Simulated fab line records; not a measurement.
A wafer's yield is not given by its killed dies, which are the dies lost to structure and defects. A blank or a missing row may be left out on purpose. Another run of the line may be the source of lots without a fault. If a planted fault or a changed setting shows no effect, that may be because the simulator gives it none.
Which tool is to blame?	flow gf180mcu	12 lots, 36 wafers sampled, at 4 steps of a route of 602

== WHAT EACH GAUGE READ, for each wafer ==
GF_STI_BOW_MEAS_00. Usual: INCOMING_BOW typically reads 0 um, with standard deviation 6.1.
lot	measured	on	INCOMING_BOW (um)	flag
L355	day 1 10:00	film-metro-04	-8 2 2	
L356	day 1 15:02	film-metro-04	4 0 -3	
L357	day 1 20:01	film-metro-01	1 12 -4	
L365	day 3 12:00	film-metro-01	4 2 -6	
L366	day 3 17:00	film-metro-04	-8 -3 7	
L368	day 4 03:00	film-metro-02	4 3 -3	
L372	day 4 23:01	film-metro-02	-5 -8 7	
L373	day 5 04:01	film-metro-01	9 -1 2	
L374	day 5 09:00	film-metro-04	4 6 -5	
L375	day 5 14:00	film-metro-02	0 9 3	
L376	day 5 19:00	film-metro-04	3 -6 1	
L378	day 6 05:01	film-metro-04	0 15 14	

GF_HV_LDD_CD_MEAS_46 targets a cd of 400 nm. Usual: cd-nm reads 398.9 nm (standard deviation 2.5).
lot	measured	on	cd-nm (nm)	flag
L355	day 12 03:22	cd-sem-02	400.0 399.1 397.9	
L356	day 12 13:19	cd-sem-01	398.6 401.8 399.3	
L357	day 12 21:32	cd-sem-01	398.5 397.8 396.4	
L365	day 16 01:22	cd-sem-02	399.1 401.7 403.9	
L366	day 16 13:59	cd-sem-02	399.7 399.7 401.0	
L368	day 16 23:52	cd-sem-01	402.5 402.5 401.5	
L372	day 17 23:50	cd-sem-02	400.7 399.5 401.0	
L373	day 18 13:26	cd-sem-01	394.5 395.3 395.4	
L374	day 18 15:47	cd-sem-02	395.8 397.7 399.1	
L375	day 19 09:01	cd-sem-01	399.2 399.2 401.4	
L376	day 19 10:37	cd-sem-02	400.6 402.1 401.9	
L378	day 20 03:00	cd-sem-02	397.5 395.5 398.0	

GF_SALICIDE_RS_MEAS_04: measures by four-point-probe. Usual: SALICIDE_TIN_RS typically reads 16.3 ohm/sq, with standard deviation 0.31.
lot	measured	on	SALICIDE_TIN_RS (ohm/sq)	flag
L355	day 14 23:44	film-metro-02	16.3 16.0 16.1	
L356	day 15 08:22	film-metro-03	16.5 16.2 16.0	
L357	day 15 15:31	film-metro-01	15.8 16.0 16.0	
L365	day 19 04:20	film-metro-02	16.2 16.7 16.2	
L366	day 19 16:07	film-metro-02	16.3 16.5 16.2	
L368	day 20 03:53	film-metro-01	16.2 16.5 16.8	
L372	day 21 06:13	film-metro-02	16.0 16.2 16.1	
L373	day 21 17:26	film-metro-03	16.1 15.9 16.5	
L374	day 21 19:27	film-metro-03	15.9 15.7 16.1	
L375	day 22 14:19	film-metro-02	16.3 16.4 16.2	
L376	day 22 15:17	film-metro-03	16.2 16.3 16.4	
L378	day 23 05:32	film-metro-02	16.0 16.0 16.1	

== WHAT TOOL EACH LOT RAN ON (gives the tool, then ch and the chambers of the sampled wafers, and finally the start) ==
lot	GF_MVSD_STRIP_10
L355	plasma-asher-03 ch 0,1, day 4 10:04
L356	plasma-asher-03 ch 0,1, day 4 15:23
L357	plasma-asher-02 ch 0,1, day 4 21:16
L365	plasma-asher-04 ch 0,1, day 7 04:38
L366	plasma-asher-04 ch 0,1, day 7 12:07
L368	plasma-asher-03 ch 0,1, day 7 18:00
L372	plasma-asher-03 ch 0,1, day 8 14:12
L373	plasma-asher-03 ch 0,1, day 8 18:28
L374	plasma-asher-03 ch 0,1, day 8 23:46
L375	plasma-asher-03 ch 0,1, day 9 12:40
L376	plasma-asher-02 ch 0,1, day 9 13:40
L378	plasma-asher-04 ch 0,1, day 10 02:13
- GF_MVSD_STRIP_10: strips in O2/N2.

== WHAT THE TOOLS THEMSELVES READ (means of the sampled wafers that have a number; where no wafer has one, the mark that the record gives instead) ==
GF_MVSD_STRIP_10. Usual: drypump-motor-current-A 5.5 A, standard deviation 0.36; heater-power-w 339 W, standard deviation 37; oes-product-au 0.723 a.u., standard deviation 0.0043; strip-time-to-endpoint-s 37.01 s, standard deviation 0.1.
lot	tool	drypump-motor-current-A (A)	heater-power-w (W)	oes-product-au (a.u.)	strip-time-to-endpoint-s (s)	flag
L355	plasma-asher-03	5.8	340	0.722	36.92	
L356	plasma-asher-03	5.8	339	0.722	36.97	
L357	plasma-asher-02	5.6	421	0.726	36.99	
L365	plasma-asher-04	5.6	313	0.799	37.08	OFF
L366	plasma-asher-04	5.3	312	0.794	36.88	OFF
L368	plasma-asher-03	5.7	344	0.729	37.08	
L372	plasma-asher-03	5.8	347	0.723	37.08	
L373	plasma-asher-03	5.6	355	0.721	37.20	
L374	plasma-asher-03	5.6	359	0.722	37.08	
L375	plasma-asher-03	5.7	348	0.720	37.02	
L376	plasma-asher-02	5.5	403	0.723	37.02	
L378	plasma-asher-04	5.2	308	0.725	37.06	

== THE ANSWER, worked out from the rows above alone ==
Rule: lot off if the mean of its wafers having a number is beyond 3 standard deviations from the usual mean. A lot without any number at a reading at which 4 lots or more have one is off too. Where the step has rows for the other lots, those lots are counted as sound. Order of review: gauges by route order, followed by the tools' own readings, for which a lot's mean as printed above is used. The first step at which some lot is off is used, and at that step the reading that is off furthest; a lot without a number counts as furthest.
Off: L365, L366 (GF_MVSD_STRIP_10, oes-product-au).
A tool fits if, at that step or a process step before it, it ran every lot that is off, and no sound lot after the first of them. Of those tried, none fits.

== WHAT THE SIMULATOR HAD PUT IN ==
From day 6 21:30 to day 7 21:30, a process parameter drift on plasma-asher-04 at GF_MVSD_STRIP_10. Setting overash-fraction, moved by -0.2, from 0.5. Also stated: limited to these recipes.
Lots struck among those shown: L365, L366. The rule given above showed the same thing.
